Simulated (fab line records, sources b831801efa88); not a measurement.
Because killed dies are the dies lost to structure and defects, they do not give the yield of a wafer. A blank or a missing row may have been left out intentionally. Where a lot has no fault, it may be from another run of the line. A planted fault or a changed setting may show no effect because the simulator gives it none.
Matching of chambers || flow sky130 || 4 sister chambers for SKY_LI_CONTACT_ETCH_15 on rie_diel-03
The step etches PSG in C4F8/O2/Ar, stops on Si, target depth 600 nm. 14 wafers are shown with their chamber, then 7 later ones without.

== EACH WAFER AND ITS CHAMBER ==
{"wafer": "L804.3", "chamber": 3, "oes_product_au (a.u.)": 0.828}
{"wafer": "L804.5", "chamber": 1, "oes_product_au (a.u.)": 0.841}
{"wafer": "L804.6", "chamber": 2, "oes_product_au (a.u.)": 0.839}
{"wafer": "L805.1", "chamber": 1, "oes_product_au (a.u.)": 0.829}
{"wafer": "L805.5", "chamber": 1, "oes_product_au (a.u.)": 0.838}
{"wafer": "L805.6", "chamber": 2, "oes_product_au (a.u.)": 0.841}
{"wafer": "L806.3", "chamber": 1, "oes_product_au (a.u.)": 0.833}
{"wafer": "L806.4", "chamber": 0, "oes_product_au (a.u.)": 0.835}
{"wafer": "L806.6", "chamber": 3, "oes_product_au (a.u.)": 0.831}
{"wafer": "L810.2", "chamber": 3, "oes_product_au (a.u.)": 0.841}
{"wafer": "L810.3", "chamber": 2, "oes_product_au (a.u.)": 0.845}
{"wafer": "L810.6", "chamber": 3, "oes_product_au (a.u.)": 0.835}
{"wafer": "L813.1", "chamber": 1, "oes_product_au (a.u.)": 0.834}
{"wafer": "L813.4", "chamber": 0, "oes_product_au (a.u.)": 0.843}

SIGNATURES (averages over the wafers above)
{"reading": "oes_product_au", "chamber 0": 0.83900, "chamber 1": 0.83500, "chamber 2": 0.84167, "chamber 3": 0.83375, "scatter within a chamber": 0.00481}
Rule: distance of a wafer from a chamber = root of the sum over the readings of ((wafer's reading minus chamber's mean) / reading's scatter) squared. The wafer belongs to the nearest chamber; if the next one is less than 2 further off, it can't be placed. The scatter is the square root of a quotient: the sum, over the shown wafers, of each reading's squared deviation from its chamber's mean, divided by wafers minus chambers.

== WAFERS MISSING THEIR CHAMBER ==
{"wafer": "L813.6", "oes_product_au (a.u.)": 0.844}
{"wafer": "L815.2", "oes_product_au (a.u.)": 0.838}
{"wafer": "L815.4", "oes_product_au (a.u.)": 0.841}
{"wafer": "L815.6", "oes_product_au (a.u.)": 0.840}
{"wafer": "L819.2", "oes_product_au (a.u.)": 0.839}
{"wafer": "L819.4", "oes_product_au (a.u.)": 0.838}
{"wafer": "L819.5", "oes_product_au (a.u.)": 0.843}

== WHICH CHAMBER EACH WENT THROUGH ==
{"wafer": "L813.6", "from the rows above": "can't be placed: 2 or 0 or 1 or 3", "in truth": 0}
{"wafer": "L815.2", "from the rows above": "can't be placed: 0 or 1 or 2 or 3", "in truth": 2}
{"wafer": "L815.4", "from the rows above": "can't be placed: 2 or 0 or 1 or 3", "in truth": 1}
{"wafer": "L815.6", "from the rows above": "can't be placed: 0 or 2 or 1 or 3", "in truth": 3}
{"wafer": "L819.2", "from the rows above": "can't be placed: 0 or 2 or 1 or 3", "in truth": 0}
{"wafer": "L819.4", "from the rows above": "can't be placed: 0 or 1 or 2 or 3", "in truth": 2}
{"wafer": "L819.5", "from the rows above": "can't be placed: 2 or 0 or 1 or 3", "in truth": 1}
Correct placement for 0 of the 7. From these rows, 7 cannot be placed; in 7 the true chamber is one of the candidates. 0 placed wrongly.
